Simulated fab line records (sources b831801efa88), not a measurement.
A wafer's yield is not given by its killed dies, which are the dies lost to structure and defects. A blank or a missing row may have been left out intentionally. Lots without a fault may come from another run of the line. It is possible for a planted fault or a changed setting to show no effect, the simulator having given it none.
Which of the tools did it?	flow sky130	Sampling: 11 lots, 33 wafers, 6 of 708 route steps

WHAT THE GAUGES SHOWED, per wafer
SKY_CONTACT_CD_MEAS_14: target cd 170 nm.
lot	measured	on	cdNm (nm)
L426	day 32 13:44	cdSem-01	171.2 169.7 170.1
L427	day 32 14:53	cdSem-01	172.1 170.6 170.0
L430	day 33 23:25	cdSem-02	173.1 173.5 172.6
L431	day 34 11:14	cdSem-02	171.8 173.5 171.5
L432	day 34 16:14	cdSem-01	171.4 170.7 170.5
L433	day 34 19:23	cdSem-01	170.9 170.2 171.0
L434	day 35 04:20	cdSem-01	172.4 169.0 172.2
L438	day 36 11:02	cdSem-01	171.0 171.2 171.5
L440	day 36 20:44	cdSem-02	163.5 166.0 164.6
L441	day 37 04:31	cdSem-02	166.0 165.7 166.0
L447	day 38 22:57	cdSem-02	169.9 168.3 168.6

SKY_CONTACT_THK_MEAS_26: measures by xrf.
lot	measured	on	CONTACT_W_THK (nm)
L426	day 32 14:56	filmMetro-04	344 353 345
L427	day 32 16:02	filmMetro-03	336 344 337
L430	day 34 00:34	filmMetro-03	349 348 344
L431	day 34 12:25	filmMetro-01	346 350 348
L432	day 34 17:28	filmMetro-01	340 348 341
L433	day 34 20:34	filmMetro-01	339 361 357
L434	day 35 05:33	filmMetro-01	343 343 342
L438	day 36 12:13	filmMetro-03	348 346 344
L440	day 36 21:53	filmMetro-03	344 347 346
L441	day 37 05:41	filmMetro-01	356 338 351
L447	day 39 00:14	filmMetro-01	345 345 344

TOOL THAT RAN EACH LOT (tool first, then ch and the chambers of the sampled wafers, then the start)
lot	SKY_CONTACT_CVD_00	SKY_CONTACT_COAT_09	SKY_CONTACT_ETCH_16	SKY_CONTACT_STRIP_19
L426	pecvd-01 ch 0,2, day 31 08:43	lithoTrack-03 ch 0, day 31 23:00	rieDiel-03 ch 1,2, day 32 13:51	plasmaAsher-03 ch 0,1, day 32 14:01
L427	pecvd-03 ch 1,2, day 31 10:02	lithoTrack-02 ch 0, day 32 01:00	rieDiel-03 ch 0,1,3, day 32 14:59	plasmaAsher-04 ch 0,1, day 32 15:09
L430	pecvd-01 ch 1,2, day 32 20:24	lithoTrack-01 ch 0, day 33 10:00	rieDiel-01 ch 0,2, day 33 23:32	plasmaAsher-03 ch 0,1, day 33 23:42
L431	pecvd-02 ch 0,1, day 33 08:13	lithoTrack-02 ch 0, day 33 21:00	rieDiel-04 ch 0,3, day 34 11:23	plasmaAsher-03 ch 0,1, day 34 11:31
L432	pecvd-03 ch 0,1,2, day 33 12:54	lithoTrack-01 ch 0, day 34 02:00	rieDiel-04 ch 0,1,2, day 34 16:24	plasmaAsher-04 ch 0,1, day 34 16:32
L433	pecvd-02 ch 0,2, day 33 16:13	lithoTrack-01 ch 0, day 34 06:00	rieDiel-01 ch 0,1,3, day 34 19:32	plasmaAsher-03 ch 0, day 34 19:40
L434	pecvd-03 ch 0,2, day 34 01:40	lithoTrack-01 ch 0, day 34 15:00	rieDiel-04 ch 0,2, day 35 04:30	plasmaAsher-03 ch 0,1, day 35 04:38
L438	pecvd-03 ch 0,2, day 35 08:14	lithoTrack-03 ch 0, day 35 21:00	rieDiel-04 ch 2,3, day 36 11:12	plasmaAsher-04 ch 0,1, day 36 11:20
L440	pecvd-01 ch 0,1,2, day 35 18:01	lithoTrack-01 ch 0, day 36 07:00	rieDiel-03 ch 2,3, day 36 20:51	plasmaAsher-03 ch 0,1, day 36 21:01
L441	pecvd-01 ch 1,2, day 36 01:35	lithoTrack-01 ch 0, day 36 15:00	rieDiel-04 ch 0,1,2, day 37 04:38	plasmaAsher-03 ch 0,1, day 37 04:48
L447	pecvd-03 ch 0,2, day 37 21:19	lithoTrack-02 ch 0, day 38 09:00	rieDiel-04 ch 0,3, day 38 23:05	plasmaAsher-03 ch 0,1, day 38 23:13
- SKY_CONTACT_CVD_00: deposits Si3N4, target thk 75 nm.
- SKY_CONTACT_COAT_09: resist thk 450 nm.
- SKY_CONTACT_ETCH_16: etches BARC in N2/H2, stops on SiO2, time 45.9 s, target depth 60 nm.
- SKY_CONTACT_STRIP_19: strips in O2/N2.

WHAT THE TOOLS THEMSELVES READ (means of the sampled wafers that have a number; where no wafer has one, the mark that the record gives instead)
SKY_CONTACT_CVD_00.
lot	tool	heaterPowerW (W)	rfFwdPowerW (W)
L426	pecvd-01	763	462.0
L427	pecvd-03	911	461.4
L430	pecvd-01	684	461.0
L431	pecvd-02	598	461.2
L432	pecvd-03	817	458.9
L433	pecvd-02	650	458.9
L434	pecvd-03	790	458.5
L438	pecvd-03	812	458.4
L440	pecvd-01	751	462.2
L441	pecvd-01	735	460.6
L447	pecvd-03	728	459.3

SKY_CONTACT_COAT_09.
lot	tool	spinSpeedRpm (rpm)
L426	lithoTrack-03	3001.6
L427	lithoTrack-02	3000.0
L430	lithoTrack-01	2999.5
L431	lithoTrack-02	3000.2
L432	lithoTrack-01	3000.1
L433	lithoTrack-01	3002.4
L434	lithoTrack-01	2999.0
L438	lithoTrack-03	3001.5
L440	lithoTrack-01	3000.7
L441	lithoTrack-01	3000.8
L447	lithoTrack-02	3001.0

SKY_CONTACT_ETCH_16.
lot	tool	drypumpMotorCurrentA (A)	oesProductAu (a.u.)	rfFwdPowerW (W)	throttleValvePct (%)
L426	rieDiel-03	5.9	0.857	495.5	13.224
L427	rieDiel-03	5.9	0.859	493.0	13.228
L430	rieDiel-01	5.5	0.862	496.0	13.224
L431	rieDiel-04	5.6	0.854	493.8	13.223
L432	rieDiel-04	5.4	0.858	493.0	13.224
L433	rieDiel-01	5.9	0.850	494.6	13.228
L434	rieDiel-04	5.5	0.854	494.4	13.224
L438	rieDiel-04	5.2	0.855	492.3	13.222
L440	rieDiel-03	6.0	0.853	493.6	13.227
L441	rieDiel-04	5.4	0.855	495.4	13.220
L447	rieDiel-04	5.4	0.860	491.3	13.218

SKY_CONTACT_STRIP_19.
lot	tool	drypumpMotorCurrentA (A)	o2FlowSccm (sccm)	oesProductAu (a.u.)	stripTimeToEndpointS (s)
L426	plasmaAsher-03	5.5	2997	0.384	3.65
L427	plasmaAsher-04	5.2	3002	0.379	3.64
L430	plasmaAsher-03	5.5	3000	0.375	3.59
L431	plasmaAsher-03	5.6	3002	0.386	3.67
L432	plasmaAsher-04	5.4	3001	0.385	3.62
L433	plasmaAsher-03	5.5	2999	0.382	3.61
L434	plasmaAsher-03	5.5	2998	0.385	3.66
L438	plasmaAsher-04	5.4	2991	0.382	3.66
L440	plasmaAsher-03	5.6	3008	0.426	4.69
L441	plasmaAsher-03	5.5	3001	0.425	4.69
L447	plasmaAsher-03	5.5	3000	0.377	3.65

THE ANSWER, worked out from the rows above alone
Rule: the lots themselves supply what counts as usual. Put in order of their means at a reading, lots are off if they are a third of the lots or fewer, leave a main group of 4 or more, and stand apart from it by a gap of 3 or more times the standard deviation of the main group's means; of several such gaps the widest counts. The tables above print the reading to a certain number of digits; a main group whose means all agree to those digits is not used. A lot without any number at a reading at which 4 lots or more have one is off too. All remaining lots with rows at the step are treated as sound. The gauges are gone through in route order, then the tools' own readings, and for those a lot's mean is taken as printed above. The first step at which some lot is off is used, and at that step the reading that is off furthest; a lot without a number counts as furthest.
Off, at SKY_CONTACT_STRIP_19 on stripTimeToEndpointS: L440, L441. Mean 3.64 s and standard deviation 0.025 in the main group.
If a tool, at that step or one of the process steps before it, ran each lot that is off and ran no sound lot following the first of them, it fits. 2 tools fit, pecvd-01 at SKY_CONTACT_CVD_00 and lithoTrack-01 at SKY_CONTACT_COAT_09, so this cannot tell which one it is.

WHAT THE SIMULATOR HAD PUT IN
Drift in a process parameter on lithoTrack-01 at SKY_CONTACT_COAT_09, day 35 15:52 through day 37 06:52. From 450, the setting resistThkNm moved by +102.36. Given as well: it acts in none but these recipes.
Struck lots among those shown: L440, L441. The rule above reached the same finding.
